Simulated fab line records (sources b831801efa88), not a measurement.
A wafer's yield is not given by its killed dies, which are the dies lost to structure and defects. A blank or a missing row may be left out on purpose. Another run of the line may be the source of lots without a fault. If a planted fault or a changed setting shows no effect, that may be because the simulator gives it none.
What tool caused it?	flow gf180mcu	14 lots, 42 wafers sampled, at 6 steps of a route of 602

== WHAT EACH GAUGE READ, for each wafer ==
GF_HV_LDD_CD_MEAS_31: the cd target is 400 nm.
lot	measured	on	cdNm (nm)
L847	day 11 19:55	cdSem-02	404.7 402.8 403.6
L848	day 12 00:01	cdSem-02	402.0 403.4 401.1
L849	day 12 07:04	cdSem-01	404.7 402.3 402.1
L850	day 12 14:53	cdSem-01	402.4 402.8 402.6
L853	day 13 11:30	cdSem-01	401.6 399.2 399.9
L854	day 13 23:46	cdSem-01	401.6 400.1 402.6
L855	day 14 00:27	cdSem-01	406.0 404.8 407.2
L856	day 14 05:58	cdSem-02	402.6 401.6 403.9
L857	day 14 20:31	cdSem-01	397.8 397.8 399.1
L859	day 15 11:34	cdSem-02	401.8 402.3 403.7
L864	day 17 09:31	cdSem-02	405.6 404.7 404.0
L865	day 17 14:41	cdSem-01	398.7 400.7 399.3
L866	day 17 22:38	cdSem-01	404.8 402.4 400.9
L867	day 18 08:43	cdSem-02	400.6 399.3 398.8

GF_HV_LDD_TW_MEAS_38.
lot	measured	on	HV_LDD_3_TW
L847	day 11 20:46	filmMetro-01	1416 1424 1419
L848	day 12 00:52	filmMetro-01	1426 1422 1428
L849	day 12 07:55	filmMetro-01	1414 1422 1416
L850	day 12 15:43	filmMetro-02	1419 1425 1424
L853	day 13 12:20	filmMetro-01	1421 1415 1416
L854	day 14 00:37	filmMetro-02	1430 1431 1425
L855	day 14 01:17	filmMetro-04	1420 1426 1424
L856	day 14 06:49	filmMetro-01	1426 1429 1434
L857	day 14 21:22	filmMetro-01	1436 1425 1440
L859	day 15 12:25	filmMetro-04	1426 1433 1431
L864	day 17 10:22	filmMetro-02	1311 1317 1314
L865	day 17 15:31	filmMetro-01	1311 1312 1308
L866	day 17 23:28	filmMetro-01	1306 1306 1313
L867	day 18 09:34	filmMetro-02	1330 1335 1330

GF_HV_LDD_RS_MEAS_53: the measuring method here is four-point-probe.
lot	measured	on	HV_LDD_RS (ohm/sq)
L847	day 12 16:23	filmMetro-02	417.8 419.3 417.1
L848	day 12 20:57	filmMetro-02	417.5 419.3 418.2
L849	day 13 04:05	filmMetro-04	418.8 418.9 418.3
L850	day 13 12:32	filmMetro-01	416.4 415.8 416.0
L853	day 14 09:08	filmMetro-04	418.6 418.2 416.8
L854	day 14 22:02	filmMetro-01	417.4 417.0 415.7
L855	day 14 22:37	filmMetro-01	415.6 416.4 416.8
L856	day 15 04:08	filmMetro-04	418.0 417.7 418.2
L857	day 15 19:23	filmMetro-04	416.5 416.9 416.7
L859	day 16 10:59	filmMetro-01	415.4 415.0 415.3
L864	day 18 09:43	filmMetro-01	- - -
L865	day 18 16:01	filmMetro-04	- - -
L866	day 18 23:46	filmMetro-02	- - -
L867	day 19 09:59	filmMetro-04	- - -

GF_M1_RS_MEAS_05: the measuring method here is four-point-probe.
lot	measured	on	M1_ALCU_RS (ohm/sq)
L847	day 16 10:49	filmMetro-03	0.0698 0.0703 0.0707
L848	day 16 15:41	filmMetro-04	0.0701 0.0700 0.0703
L849	day 16 23:05	filmMetro-02	0.0691 0.0697 0.0690
L850	day 17 09:12	filmMetro-03	0.0705 0.0683 0.0701
L853	day 18 10:16	filmMetro-03	0.0709 0.0696 0.0695
L854	day 19 00:47	filmMetro-02	0.0696 0.0685 0.0695
L855	day 19 02:20	filmMetro-02	0.0695 0.0691 0.0692
L856	day 19 06:59	filmMetro-02	0.0701 0.0692 0.0688
L857	day 20 00:41	filmMetro-02	0.0698 0.0693 0.0692
L859	day 20 17:59	filmMetro-03	0.0676 0.0686 0.0678
L864	day 22 17:29	filmMetro-03	0.0707 0.0697 0.0699
L865	day 22 22:05	filmMetro-04	0.0696 0.0702 0.0704
L866	day 23 06:23	filmMetro-03	0.0701 0.0714 0.0703
L867	day 23 14:40	filmMetro-03	0.0689 0.0686 0.0682

GF_M1_OVL_MEAS_15.
lot	measured	on	M1_OVL (nm)
L847	day 17 09:31	overlay-02	-11 -4 1
L848	day 17 14:56	overlay-01	-4 2 -10
L849	day 17 21:27	overlay-01	-8 -2 9
L850	day 18 08:24	overlay-02	2 2 -2
L853	day 19 10:29	overlay-02	-5 2 -2
L854	day 20 01:41	overlay-01	-10 -2 -10
L855	day 20 02:41	overlay-02	2 -6 -1
L856	day 20 07:15	overlay-02	-15 -11 -7
L857	day 21 00:53	overlay-01	-1 -7 -4
L859	day 21 18:28	overlay-02	-7 -6 -5
L864	day 23 16:59	overlay-01	-10 -10 6
L865	day 23 21:03	overlay-01	5 -2 -1
L866	day 24 05:04	overlay-02	-3 1 6
L867	day 24 13:23	overlay-01	-1 0 4

== EACH LOT AND THE TOOL THAT RAN IT (in order: tool; ch and the chambers of the sampled wafers; start) ==
lot	GF_HV_LDD_IMPLANT_36
L847	implanter-01 ch 0, day 11 20:31
L848	implanter-01 ch 0, day 12 00:37
L849	implanter-02 ch 0, day 12 07:40
L850	implanter-01 ch 0, day 12 15:29
L853	implanter-01 ch 0, day 13 12:07
L854	implanter-02 ch 0, day 14 00:22
L855	implanter-01 ch 0, day 14 01:04
L856	implanter-01 ch 0, day 14 06:34
L857	implanter-02 ch 0, day 14 21:07
L859	implanter-01 ch 0, day 15 12:10
L864	implanter-01 ch 0, day 17 10:07
L865	implanter-01 ch 0, day 17 15:17
L866	implanter-02 ch 0, day 17 23:14
L867	implanter-01 ch 0, day 18 09:19
- GF_HV_LDD_IMPLANT_36

== AS READ BY THE TOOLS THEMSELVES (means over the sampled wafers that have a number; for cases with no such wafer, the mark the record gives instead) ==
The record holds no such reading with a usual standard deviation.

== THE ANSWER, worked out from the rows above alone ==
Rule: usual is defined by the lots themselves. The widest of any qualifying gaps counts: lots, ordered by their means at a reading, are off when they make up no more than a third of the lots, leave a main group of 4 or more, and stand apart from it by 3 or more times the standard deviation of that group's means. A main group is skipped when, at the precision printed for the reading in the tables above, its means are all equal. A lot without any number at a reading at which 4 lots or more have one is off too. The other lots that the step has rows for count as sound. After the gauges, taken in route order, come the tools' own readings; for these a lot's mean is taken, as printed above. The first step at which some lot is off is used, and at that step the reading that is off furthest; a lot without a number counts as furthest.
Off: L864, L865, L866, L867, seen at GF_HV_LDD_TW_MEAS_38 (HV_LDD_3_TW). For the main group the mean is 1425 and the standard deviation 5.4.
A tool fits if, at a process step before that reading, it ran every lot that is off, and no sound lot after the first of them. The gauges at GF_HV_LDD_TW_MEAS_38 are tried like those tools. Of those tried, none fits.

== WHAT THE SIMULATOR HAD PUT IN ==
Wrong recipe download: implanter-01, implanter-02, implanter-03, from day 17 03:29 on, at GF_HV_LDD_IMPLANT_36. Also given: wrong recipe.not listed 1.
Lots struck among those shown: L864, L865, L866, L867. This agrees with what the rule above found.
